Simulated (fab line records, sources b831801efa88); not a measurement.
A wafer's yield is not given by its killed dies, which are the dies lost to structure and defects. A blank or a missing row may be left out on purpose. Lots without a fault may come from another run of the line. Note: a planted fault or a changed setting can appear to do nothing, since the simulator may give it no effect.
Which tool was responsible? :: flow gf180mcu :: Sampling: 12 lots, 36 wafers, 6 of 602 route steps

WHAT THE GAUGES READ, wafer by wafer
GF_SALICIDE_RS_MEAS_04: a four-point-probe measurement. Usual: SALICIDE_TIN_RS gives 16.34 ohm/sq (standard deviation 0.27).
lot: L188
measured: day 14 22:13
on: filmMetro-02
SALICIDE_TIN_RS (ohm/sq): 16.28 16.13 16.20
flag: 

lot: L189
measured: day 15 07:11
on: filmMetro-03
SALICIDE_TIN_RS (ohm/sq): 16.63 16.71 16.45
flag: 

lot: L198
measured: day 18 23:04
on: filmMetro-04
SALICIDE_TIN_RS (ohm/sq): 14.24 14.25 14.02
flag: OFF

lot: L199
measured: day 19 04:32
on: filmMetro-04
SALICIDE_TIN_RS (ohm/sq): 13.65 13.92 13.76
flag: OFF

lot: L200
measured: day 19 11:37
on: filmMetro-03
SALICIDE_TIN_RS (ohm/sq): 16.15 16.51 16.19
flag: 

lot: L203
measured: day 20 08:28
on: filmMetro-03
SALICIDE_TIN_RS (ohm/sq): 16.70 16.52 16.55
flag: 

lot: L204
measured: day 20 22:40
on: filmMetro-03
SALICIDE_TIN_RS (ohm/sq): 15.80 15.86 15.92
flag: 

lot: L205
measured: day 21 12:21
on: filmMetro-02
SALICIDE_TIN_RS (ohm/sq): 16.42 16.49 16.58
flag: 

lot: L207
measured: day 22 02:16
on: filmMetro-04
SALICIDE_TIN_RS (ohm/sq): 16.24 16.55 16.13
flag: 

lot: L209
measured: day 22 17:56
on: filmMetro-04
SALICIDE_TIN_RS (ohm/sq): 16.18 16.51 16.16
flag: 

lot: L210
measured: day 23 07:48
on: filmMetro-02
SALICIDE_TIN_RS (ohm/sq): 16.32 16.56 16.23
flag: 

lot: L211
measured: day 23 08:36
on: filmMetro-02
SALICIDE_TIN_RS (ohm/sq): 16.56 16.58 16.55
flag: 

GF_SALICIDE_THK_MEAS_05: measures by xrf. Usual: SALICIDE_TIN_THK gives 19.80 nm (standard deviation 0.2).
lot: L188
measured: day 14 22:20
on: filmMetro-02
SALICIDE_TIN_THK (nm): 19.65 19.71 19.76
flag: 

lot: L189
measured: day 15 07:17
on: filmMetro-03
SALICIDE_TIN_THK (nm): 19.60 19.44 19.82
flag: 

lot: L198
measured: day 18 23:11
on: filmMetro-04
SALICIDE_TIN_THK (nm): 28.07 28.15 28.25
flag: OFF

lot: L199
measured: day 19 04:39
on: filmMetro-04
SALICIDE_TIN_THK (nm): 28.62 28.60 28.61
flag: OFF

lot: L200
measured: day 19 11:44
on: filmMetro-03
SALICIDE_TIN_THK (nm): 19.82 19.91 20.00
flag: 

lot: L203
measured: day 20 08:34
on: filmMetro-03
SALICIDE_TIN_THK (nm): 19.70 19.84 19.74
flag: 

lot: L204
measured: day 20 22:47
on: filmMetro-03
SALICIDE_TIN_THK (nm): 19.91 19.96 19.95
flag: 

lot: L205
measured: day 21 12:28
on: filmMetro-02
SALICIDE_TIN_THK (nm): 20.29 19.86 19.91
flag: 

lot: L207
measured: day 22 02:22
on: filmMetro-04
SALICIDE_TIN_THK (nm): 19.51 19.80 19.73
flag: 

lot: L209
measured: day 22 18:04
on: filmMetro-04
SALICIDE_TIN_THK (nm): 19.99 20.16 20.04
flag: 

lot: L210
measured: day 23 07:55
on: filmMetro-02
SALICIDE_TIN_THK (nm): 19.57 19.87 19.70
flag: 

lot: L211
measured: day 23 08:42
on: filmMetro-02
SALICIDE_TIN_THK (nm): 19.73 19.86 19.97
flag: 

GF_CONTACT_THK_MEAS_01. Usual: CONTACT_CVD_00_THK gives 301.6 nm (standard deviation 2.7).
lot: L188
measured: day 14 22:44
on: filmMetro-04
CONTACT_CVD_00_THK (nm): 307.1 300.6 306.4
flag: 

lot: L189
measured: day 15 07:41
on: filmMetro-01
CONTACT_CVD_00_THK (nm): 301.3 303.6 300.0
flag: 

lot: L198
measured: day 18 23:34
on: filmMetro-04
CONTACT_CVD_00_THK (nm): 301.1 300.1 299.4
flag: 

lot: L199
measured: day 19 05:04
on: filmMetro-04
CONTACT_CVD_00_THK (nm): 300.3 301.3 303.0
flag: 

lot: L200
measured: day 19 12:07
on: filmMetro-01
CONTACT_CVD_00_THK (nm): 303.6 304.6 304.6
flag: 

lot: L203
measured: day 20 08:59
on: filmMetro-03
CONTACT_CVD_00_THK (nm): 300.9 305.1 303.0
flag: 

lot: L204
measured: day 20 23:11
on: filmMetro-03
CONTACT_CVD_00_THK (nm): 306.3 307.0 308.4
flag: 

lot: L205
measured: day 21 12:52
on: filmMetro-01
CONTACT_CVD_00_THK (nm): 299.4 303.0 299.1
flag: 

lot: L207
measured: day 22 02:45
on: filmMetro-01
CONTACT_CVD_00_THK (nm): 302.3 302.5 299.7
flag: 

lot: L209
measured: day 22 18:27
on: filmMetro-04
CONTACT_CVD_00_THK (nm): 303.1 299.6 296.5
flag: 

lot: L210
measured: day 23 08:20
on: filmMetro-03
CONTACT_CVD_00_THK (nm): 301.5 301.2 301.3
flag: 

lot: L211
measured: day 23 09:06
on: filmMetro-01
CONTACT_CVD_00_THK (nm): 302.6 301.1 300.4
flag: 

TOOL THAT RAN EACH LOT (tool first, then ch and the chambers of the sampled wafers, then the start)
lot: L188
GF_SAB_CVD_00: pecvd-04 ch 0,1,2, day 14 00:52
GF_SAB_STRIP_13: plasmaAsher-04 ch 0,1, day 14 21:59
GF_SALICIDE_SPUTTER_03: pvdSputter-04, day 14 22:12

lot: L189
GF_SAB_CVD_00: pecvd-01 ch 0,1,2, day 14 10:13
GF_SAB_STRIP_13: plasmaAsher-03 ch 0,1, day 15 06:55
GF_SALICIDE_SPUTTER_03: pvdSputter-04, day 15 07:06

lot: L198
GF_SAB_CVD_00: pecvd-04 ch 0,1,2, day 17 22:42
GF_SAB_STRIP_13: plasmaAsher-04 ch 0,1, day 18 22:49
GF_SALICIDE_SPUTTER_03: pvdSputter-04, day 18 23:02

lot: L199
GF_SAB_CVD_00: pecvd-02 ch 0,2, day 18 04:07
GF_SAB_STRIP_13: plasmaAsher-01 ch 0,1, day 19 04:16
GF_SALICIDE_SPUTTER_03: pvdSputter-04, day 19 04:29

lot: L200
GF_SAB_CVD_00: pecvd-02 ch 0,1, day 18 10:27
GF_SAB_STRIP_13: plasmaAsher-04 ch 0,1, day 19 11:22
GF_SALICIDE_SPUTTER_03: pvdSputter-03, day 19 11:35

lot: L203
GF_SAB_CVD_00: pecvd-04 ch 0,2, day 19 08:33
GF_SAB_STRIP_13: plasmaAsher-04 ch 0,1, day 20 08:13
GF_SALICIDE_SPUTTER_03: pvdSputter-03, day 20 08:25

lot: L204
GF_SAB_CVD_00: pecvd-01 ch 0,1,2, day 19 22:01
GF_SAB_STRIP_13: plasmaAsher-01 ch 0,1, day 20 22:26
GF_SALICIDE_SPUTTER_03: pvdSputter-02, day 20 22:39

lot: L205
GF_SAB_CVD_00: pecvd-04 ch 0,1, day 20 11:54
GF_SAB_STRIP_13: plasmaAsher-03 ch 0,1, day 21 12:07
GF_SALICIDE_SPUTTER_03: pvdSputter-03, day 21 12:20

lot: L207
GF_SAB_CVD_00: pecvd-04 ch 0,1,2, day 21 01:52
GF_SAB_STRIP_13: plasmaAsher-01 ch 0,1, day 22 02:00
GF_SALICIDE_SPUTTER_03: pvdSputter-02, day 22 02:11

lot: L209
GF_SAB_CVD_00: pecvd-04 ch 0,1, day 21 18:51
GF_SAB_STRIP_13: plasmaAsher-04 ch 0,1, day 22 17:41
GF_SALICIDE_SPUTTER_03: pvdSputter-03, day 22 17:55

lot: L210
GF_SAB_CVD_00: pecvd-02 ch 1,2, day 22 07:52
GF_SAB_STRIP_13: plasmaAsher-01 ch 0,1, day 23 07:32
GF_SALICIDE_SPUTTER_03: pvdSputter-02, day 23 07:46

lot: L211
GF_SAB_CVD_00: pecvd-01 ch 1,2, day 22 09:12
GF_SAB_STRIP_13: plasmaAsher-04 ch 0,1, day 23 08:21
GF_SALICIDE_SPUTTER_03: pvdSputter-03, day 23 08:32
- GF_SAB_CVD_00: deposits SiO2 from TEOS, target thk 50 nm, time 4.9302 s.
- GF_SAB_STRIP_13: strips in O2/N2.
- GF_SALICIDE_SPUTTER_03: material TiN, target thk 20 nm, time 16.7 s.

AS READ BY THE TOOLS THEMSELVES (means over the sampled wafers that have a number; for cases with no such wafer, the mark the record gives instead)
GF_SAB_CVD_00. Usual: heaterPowerOuterW 393 W, standard deviation 59; heaterPowerW 679 W, standard deviation 73.
lot: L188
tool: pecvd-04
heaterPowerOuterW (W): 374
heaterPowerW (W): 652
flag: 

lot: L189
tool: pecvd-01
heaterPowerOuterW (W): 390
heaterPowerW (W): 705
flag: 

lot: L198
tool: pecvd-04
heaterPowerOuterW (W): 363
heaterPowerW (W): 638
flag: 

lot: L199
tool: pecvd-02
heaterPowerOuterW (W): 338
heaterPowerW (W): 593
flag: 

lot: L200
tool: pecvd-02
heaterPowerOuterW (W): 371
heaterPowerW (W): 654
flag: 

lot: L203
tool: pecvd-04
heaterPowerOuterW (W): 338
heaterPowerW (W): 576
flag: 

lot: L204
tool: pecvd-01
heaterPowerOuterW (W): 392
heaterPowerW (W): 690
flag: 

lot: L205
tool: pecvd-04
heaterPowerOuterW (W): 428
heaterPowerW (W): 730
flag: 

lot: L207
tool: pecvd-04
heaterPowerOuterW (W): 369
heaterPowerW (W): 639
flag: 

lot: L209
tool: pecvd-04
heaterPowerOuterW (W): 428
heaterPowerW (W): 732
flag: 

lot: L210
tool: pecvd-02
heaterPowerOuterW (W): 422
heaterPowerW (W): 714
flag: 

lot: L211
tool: pecvd-01
heaterPowerOuterW (W): 432
heaterPowerW (W): 722
flag: 

GF_SAB_STRIP_13. Usual: drypumpMotorCurrentA 5.7 A, standard deviation 0.44; heaterPowerW 330 W, standard deviation 17; oesProductAu 0.710 a.u., standard deviation 0.0047; stripTimeToEndpointS 12.61 s, standard deviation 0.038.
lot: L188
tool: plasmaAsher-04
drypumpMotorCurrentA (A): 6.1
heaterPowerW (W): 320
oesProductAu (a.u.): 0.709
stripTimeToEndpointS (s): 12.62
flag: 

lot: L189
tool: plasmaAsher-03
drypumpMotorCurrentA (A): 5.2
heaterPowerW (W): 325
oesProductAu (a.u.): 0.714
stripTimeToEndpointS (s): 12.59
flag: 

lot: L198
tool: plasmaAsher-04
drypumpMotorCurrentA (A): 6.1
heaterPowerW (W): 316
oesProductAu (a.u.): 0.710
stripTimeToEndpointS (s): 12.61
flag: 

lot: L199
tool: plasmaAsher-01
drypumpMotorCurrentA (A): 5.7
heaterPowerW (W): 341
oesProductAu (a.u.): 0.709
stripTimeToEndpointS (s): 12.56
flag: 

lot: L200
tool: plasmaAsher-04
drypumpMotorCurrentA (A): 6.1
heaterPowerW (W): 322
oesProductAu (a.u.): 0.709
stripTimeToEndpointS (s): 12.57
flag: 

lot: L203
tool: plasmaAsher-04
drypumpMotorCurrentA (A): 6.1
heaterPowerW (W): 312
oesProductAu (a.u.): 0.706
stripTimeToEndpointS (s): 12.58
flag: 

lot: L204
tool: plasmaAsher-01
drypumpMotorCurrentA (A): 5.7
heaterPowerW (W): 345
oesProductAu (a.u.): 0.710
stripTimeToEndpointS (s): 12.60
flag: 

lot: L205
tool: plasmaAsher-03
drypumpMotorCurrentA (A): 5.1
heaterPowerW (W): 324
oesProductAu (a.u.): 0.710
stripTimeToEndpointS (s): 12.65
flag: 

lot: L207
tool: plasmaAsher-01
drypumpMotorCurrentA (A): 5.7
heaterPowerW (W): 339
oesProductAu (a.u.): 0.712
stripTimeToEndpointS (s): 12.67
flag: 

lot: L209
tool: plasmaAsher-04
drypumpMotorCurrentA (A): 6.1
heaterPowerW (W): 317
oesProductAu (a.u.): 0.709
stripTimeToEndpointS (s): 12.63
flag: 

lot: L210
tool: plasmaAsher-01
drypumpMotorCurrentA (A): 5.9
heaterPowerW (W): 359
oesProductAu (a.u.): 0.711
stripTimeToEndpointS (s): 12.57
flag: 

lot: L211
tool: plasmaAsher-04
drypumpMotorCurrentA (A): 6.1
heaterPowerW (W): 315
oesProductAu (a.u.): 0.707
stripTimeToEndpointS (s): 12.59
flag: 

GF_SALICIDE_SPUTTER_03. Usual: cathodeDcPowerW 6500.3 W, standard deviation 1.1; throttleValvePct 30.1 %, standard deviation 1.2.
lot: L188
tool: pvdSputter-04
cathodeDcPowerW (W): 6499.0
throttleValvePct (%): 31.0
flag: 

lot: L189
tool: pvdSputter-04
cathodeDcPowerW (W): 6499.8
throttleValvePct (%): 31.3
flag: 

lot: L198
tool: pvdSputter-04
cathodeDcPowerW (W): 6500.3
throttleValvePct (%): 30.8
flag: 

lot: L199
tool: pvdSputter-04
cathodeDcPowerW (W): 6500.6
throttleValvePct (%): 28.8
flag: 

lot: L200
tool: pvdSputter-03
cathodeDcPowerW (W): 6499.9
throttleValvePct (%): 31.1
flag: 

lot: L203
tool: pvdSputter-03
cathodeDcPowerW (W): 6500.9
throttleValvePct (%): 30.8
flag: 

lot: L204
tool: pvdSputter-02
cathodeDcPowerW (W): 6500.9
throttleValvePct (%): 29.5
flag: 

lot: L205
tool: pvdSputter-03
cathodeDcPowerW (W): 6501.1
throttleValvePct (%): 31.2
flag: 

lot: L207
tool: pvdSputter-02
cathodeDcPowerW (W): 6500.2
throttleValvePct (%): 30.0
flag: 

lot: L209
tool: pvdSputter-03
cathodeDcPowerW (W): 6501.0
throttleValvePct (%): 30.6
flag: 

lot: L210
tool: pvdSputter-02
cathodeDcPowerW (W): 6500.0
throttleValvePct (%): 29.8
flag: 

lot: L211
tool: pvdSputter-03
cathodeDcPowerW (W): 6500.7
throttleValvePct (%): 30.3
flag: 

THE ANSWER, worked out from the rows above alone
Rule: lot off if the mean of its wafers having a number is beyond 3 standard deviations from the usual mean. A lot without any number at a reading at which 4 lots or more have one is off too. Any other lot the step has rows for is counted as sound. After the gauges, taken in route order, come the tools' own readings; for these a lot's mean is taken, as printed above. The first step at which some lot is off is used, and at that step the reading that is off furthest; a lot without a number counts as furthest.
Off: L198, L199, seen at GF_SALICIDE_RS_MEAS_04 (SALICIDE_TIN_RS).
A tool fits if, at a process step before that reading, it ran every lot that is off, and no sound lot after the first of them. Those tools and the gauges at GF_SALICIDE_RS_MEAS_04 are tried in the same way. One candidate fits, namely pvdSputter-04 at GF_SALICIDE_SPUTTER_03. A fault onset in the window from L189 (day 15 07:06, its last sound lot) to L198 (day 18 23:02, its first lot off) fits.

WHAT HAD BEEN PUT IN BY THE SIMULATOR
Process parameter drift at GF_SALICIDE_SPUTTER_03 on pvdSputter-04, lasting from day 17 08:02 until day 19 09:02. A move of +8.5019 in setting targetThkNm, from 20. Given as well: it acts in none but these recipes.
Struck lots among those shown: L198, L199. The rule above found the same.
